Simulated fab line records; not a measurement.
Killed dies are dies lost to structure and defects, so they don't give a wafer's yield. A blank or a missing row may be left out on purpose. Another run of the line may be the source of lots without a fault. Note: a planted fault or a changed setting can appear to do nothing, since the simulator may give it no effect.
Which tool is to blame? | flow sky130 | 33 wafers from 11 lots sampled at 7 of the route's 708 steps

== WHAT EACH GAUGE READ, for each wafer ==
SKY_LDD_HVN_OVL_MEAS_07. Usual: LDD_HVN_OVL gives 0.4 nm (standard deviation 1.2).
lot  | measured     | on         | LDD_HVN_OVL (nm) | flag
L127 | day 22 04:02 | overlay-01 | 1.8 2.3 -0.5     |
L128 | day 22 10:12 | overlay-02 | -0.5 0.0 0.6     |
L129 | day 22 19:31 | overlay-01 | 0.0 1.7 1.1      |
L132 | day 23 19:43 | overlay-02 | -0.5 -0.3 -0.5   |
L135 | day 24 18:11 | overlay-02 | -1.0 0.4 0.2     |
L136 | day 25 18:52 | overlay-01 | 0.9 1.5 0.5      |
L137 | day 25 19:28 | overlay-02 | 3.6 1.8 1.9      |
L138 | day 25 22:12 | overlay-02 | 0.4 -0.1 1.3     |
L144 | day 28 15:38 | overlay-02 | 0.0 0.9 0.3      |
L145 | day 28 20:26 | overlay-02 | 2.1 0.3 -0.1     |
L146 | day 28 21:41 | overlay-02 | -2.0 -1.0 -1.1   |

SKY_CONTACT_RS_MEAS_25: measurement is done with a four-point probe. Usual: CONTACT_W_RS gives 0.336 ohm/sq (standard deviation 0.0037).
lot  | measured     | on            | CONTACT_W_RS (ohm/sq) | flag
L127 | day 33 08:41 | film_metro-01 | 0.335 0.337 0.335     |
L128 | day 33 09:25 | film_metro-04 | 0.336 0.336 0.341     |
L129 | day 33 17:20 | film_metro-04 | 0.341 0.338 0.340     |
L132 | day 34 16:19 | film_metro-02 | 0.340 0.341 0.337     |
L135 | day 35 11:14 | film_metro-02 | 0.495 0.336 0.487     | OFF
L136 | day 36 09:50 | film_metro-01 | 0.340 0.337 0.343     |
L137 | day 36 11:40 | film_metro-01 | 0.337 0.334 0.336     |
L138 | day 36 13:49 | film_metro-02 | 0.484 0.333 0.490     | OFF
L144 | day 39 01:40 | film_metro-02 | 0.339 0.331 0.334     |
L145 | day 39 02:04 | film_metro-01 | 0.333 0.330 0.332     |
L146 | day 39 04:39 | film_metro-02 | 0.334 0.333 0.337     |

SKY_CONTACT_THK_MEAS_26: measures by xrf. Usual: CONTACT_W_THK gives 349 nm (standard deviation 5.5).
lot  | measured     | on            | CONTACT_W_THK (nm) | flag
L127 | day 33 08:49 | film_metro-01 | 349 343 344        |
L128 | day 33 09:31 | film_metro-04 | 350 351 348        |
L129 | day 33 17:26 | film_metro-04 | 347 349 347        |
L132 | day 34 16:25 | film_metro-02 | 345 345 350        |
L135 | day 35 11:22 | film_metro-02 | 239 352 242        | OFF
L136 | day 36 09:56 | film_metro-01 | 344 346 340        |
L137 | day 36 11:46 | film_metro-01 | 343 349 347        |
L138 | day 36 13:55 | film_metro-02 | 243 356 241        | OFF
L144 | day 39 01:47 | film_metro-02 | 349 360 355        |
L145 | day 39 02:11 | film_metro-01 | 352 353 355        |
L146 | day 39 04:46 | film_metro-02 | 355 355 352        |

SKY_VIA1_CD_MEAS_12: target cd 150 nm. Usual: cd_nm at 149.6 nm, with a standard deviation of 1.9.
lot  | measured     | on        | cd_nm (nm)        | flag
L127 | day 35 15:45 | cd_sem-01 | 149.9 149.9 150.8 |
L128 | day 35 17:28 | cd_sem-02 | 146.6 146.2 147.0 |
L129 | day 35 23:53 | cd_sem-01 | 147.0 148.4 148.0 |
L132 | day 36 22:54 | cd_sem-02 | 148.0 150.0 147.5 |
L135 | day 37 17:14 | cd_sem-02 | 152.4 153.6 154.1 |
L136 | day 38 14:38 | cd_sem-02 | 148.1 148.4 147.1 |
L137 | day 38 16:16 | cd_sem-02 | 151.6 152.2 151.2 |
L138 | day 38 20:50 | cd_sem-01 | 151.9 151.7 150.2 |
L144 | day 41 04:45 | cd_sem-01 | 151.6 151.3 149.9 |
L145 | day 41 05:44 | cd_sem-01 | 149.7 149.8 150.0 |
L146 | day 41 07:22 | cd_sem-01 | 149.0 149.4 148.3 |

== TOOL THAT RAN EACH LOT (tool first, then ch and the chambers of the sampled wafers, then the start) ==
lot  | SKY_CONTACT_CVD_24            | SKY_CONTACT_CMP_27            | SKY_METAL1_SPUTTER_04
L127 | cvd_w-01 ch 0,1, day 33 08:35 | cmp-01 ch 0,1,2, day 33 08:55 | pvd_sputter-04, day 33 09:16
L128 | cvd_w-01 ch 0,1, day 33 09:16 | cmp-01 ch 0,3, day 33 09:32   | pvd_sputter-03, day 33 09:56
L129 | cvd_w-02 ch 0,1, day 33 17:11 | cmp-01 ch 0,1,3, day 33 17:47 | pvd_sputter-03, day 33 18:05
L132 | cvd_w-02 ch 0,1, day 34 16:12 | cmp-02 ch 0,1, day 34 16:28   | pvd_sputter-04, day 34 16:51
L135 | cvd_w-01 ch 0,1, day 35 11:08 | cmp-02 ch 0,2, day 35 11:25   | pvd_sputter-02, day 35 11:49
L136 | cvd_w-02 ch 0,1, day 36 09:43 | cmp-01 ch 1,2, day 36 09:58   | pvd_sputter-02, day 36 10:22
L137 | cvd_w-02 ch 0,1, day 36 11:32 | cmp-02 ch 0,1,2, day 36 11:49 | pvd_sputter-02, day 36 12:13
L138 | cvd_w-01 ch 0,1, day 36 13:42 | cmp-02 ch 0,3, day 36 13:59   | pvd_sputter-04, day 36 16:24
L144 | cvd_w-01 ch 0,1, day 39 01:34 | cmp-02 ch 0,1,2, day 39 01:57 | pvd_sputter-04, day 39 02:14
L145 | cvd_w-01 ch 1, day 39 01:56   | cmp-02 ch 0,1, day 39 02:14   | pvd_sputter-02, day 39 02:37
L146 | cvd_w-01 ch 0,1, day 39 04:31 | cmp-01 ch 0,1,3, day 39 04:52 | pvd_sputter-04, day 39 05:12
- SKY_CONTACT_CVD_24: deposits W, target thk 340 nm, time 102.12 s.
- SKY_CONTACT_CMP_27: polishes, stops on SiO2, t overpolish 15 s, target thk 0 nm.
- SKY_METAL1_SPUTTER_04: material TiN, target thk 70 nm, time 58.3 s.

== WHAT THE TOOLS THEMSELVES READ (means of the sampled wafers that have a number; where no wafer has one, the mark that the record gives instead) ==
SKY_CONTACT_CVD_24. Usual: chamber_pressure_Torr 39.99 Torr, standard deviation 0.082; heater_power_w 841 W, standard deviation 35; susceptor_temp_C 400.00 C, standard deviation 0.24.
lot  | tool     | chamber_pressure_Torr (Torr) | heater_power_w (W) | susceptor_temp_C (C) | flag
L127 | cvd_w-01 | 39.94                        | 846                | 399.86               |
L128 | cvd_w-01 | 39.96                        | 848                | 399.94               |
L129 | cvd_w-02 | 39.94                        | 788                | 400.49               |
L132 | cvd_w-02 | 40.12                        | 826                | 399.90               |
L135 | cvd_w-01 | 40.09                        | 844                | 399.92               |
L136 | cvd_w-02 | 39.94                        | 792                | 399.98               |
L137 | cvd_w-02 | 39.94                        | 833                | 400.10               |
L138 | cvd_w-01 | 39.98                        | 856                | 400.27               |
L144 | cvd_w-01 | 39.94                        | 864                | 399.82               |
L145 | cvd_w-01 | 39.92                        | 877                | 400.12               |
L146 | cvd_w-01 | 40.00                        | 859                | 399.97               |

SKY_CONTACT_CMP_27. Usual: edge_zone_pressure_frac 0.999, standard deviation 0.0042; head_pressure_psi 3.501 psi, standard deviation 0.0078; motor_current_A 11.1 A, standard deviation 1.2; time_to_endpoint_s 83 s, standard deviation 3.7.
lot  | tool   | edge_zone_pressure_frac | head_pressure_psi (psi) | motor_current_A (A) | time_to_endpoint_s (s) | flag
L127 | cmp-01 | 0.997                   | 3.502                   | 11.5                | 77                     |
L128 | cmp-01 | 0.996                   | 3.499                   | 10.2                | 80                     |
L129 | cmp-01 | 0.998                   | 3.507                   | 11.0                | 78                     |
L132 | cmp-02 | 1.002                   | 3.504                   | 10.4                | 81                     |
L135 | cmp-02 | 0.995                   | 3.498                   | 10.6                | 67                     | OFF
L136 | cmp-01 | 0.997                   | 3.498                   | 11.4                | 79                     |
L137 | cmp-02 | 0.999                   | 3.508                   | 10.8                | 86                     |
L138 | cmp-02 | 1.002                   | 3.505                   | 10.5                | 67                     | OFF
L144 | cmp-02 | 1.001                   | 3.506                   | 11.0                | 82                     |
L145 | cmp-02 | 1.000                   | 3.507                   | 10.6                | 82                     |
L146 | cmp-01 | 1.003                   | 3.500                   | 10.9                | 87                     |

SKY_METAL1_SPUTTER_04. Usual: cathode_dc_power_W 6500.0 W, standard deviation 1.1; throttle_valve_pct 30.1 %, standard deviation 1.3.
lot  | tool           | cathode_dc_power_W (W) | throttle_valve_pct (%) | flag
L127 | pvd_sputter-04 | 6500.1                 | 31.6                   |
L128 | pvd_sputter-03 | 6499.2                 | 29.2                   |
L129 | pvd_sputter-03 | 6500.7                 | 29.9                   |
L132 | pvd_sputter-04 | 6499.3                 | 29.9                   |
L135 | pvd_sputter-02 | 6501.3                 | 30.5                   |
L136 | pvd_sputter-02 | 6499.5                 | 29.4                   |
L137 | pvd_sputter-02 | 6500.1                 | 30.8                   |
L138 | pvd_sputter-04 | 6499.4                 | 31.0                   |
L144 | pvd_sputter-04 | 6499.0                 | 31.7                   |
L145 | pvd_sputter-02 | 6498.9                 | 29.7                   |
L146 | pvd_sputter-04 | 6499.4                 | 29.8                   |

== THE ANSWER, worked out from the rows above alone ==
Rule: a lot counts as off when the mean over its wafers that have a number is more than 3 standard deviations away from the usual mean. Also off: a lot with no number at a reading for which 4 or more lots have one. Where the step has rows for the other lots, those lots are counted as sound. The gauges are gone through in route order, then the tools' own readings, and for those a lot's mean is taken as printed above. At the first step where some lot is off, the reading lying furthest off is the one used; lots without a number count as furthest.
Off: at SKY_CONTACT_RS_MEAS_25 (CONTACT_W_RS), L135, L138.
If a tool, at a process step before that reading, ran all the lots that are off and no sound lot after the first of them, it fits. The gauges at SKY_CONTACT_RS_MEAS_25 aren't tried: what is off there is off at SKY_CONTACT_CMP_27 too, on other tools, and a gauge's error can't cause that. Not one of the candidates tried fits.

== WHAT THE SIMULATOR PUT IN ==
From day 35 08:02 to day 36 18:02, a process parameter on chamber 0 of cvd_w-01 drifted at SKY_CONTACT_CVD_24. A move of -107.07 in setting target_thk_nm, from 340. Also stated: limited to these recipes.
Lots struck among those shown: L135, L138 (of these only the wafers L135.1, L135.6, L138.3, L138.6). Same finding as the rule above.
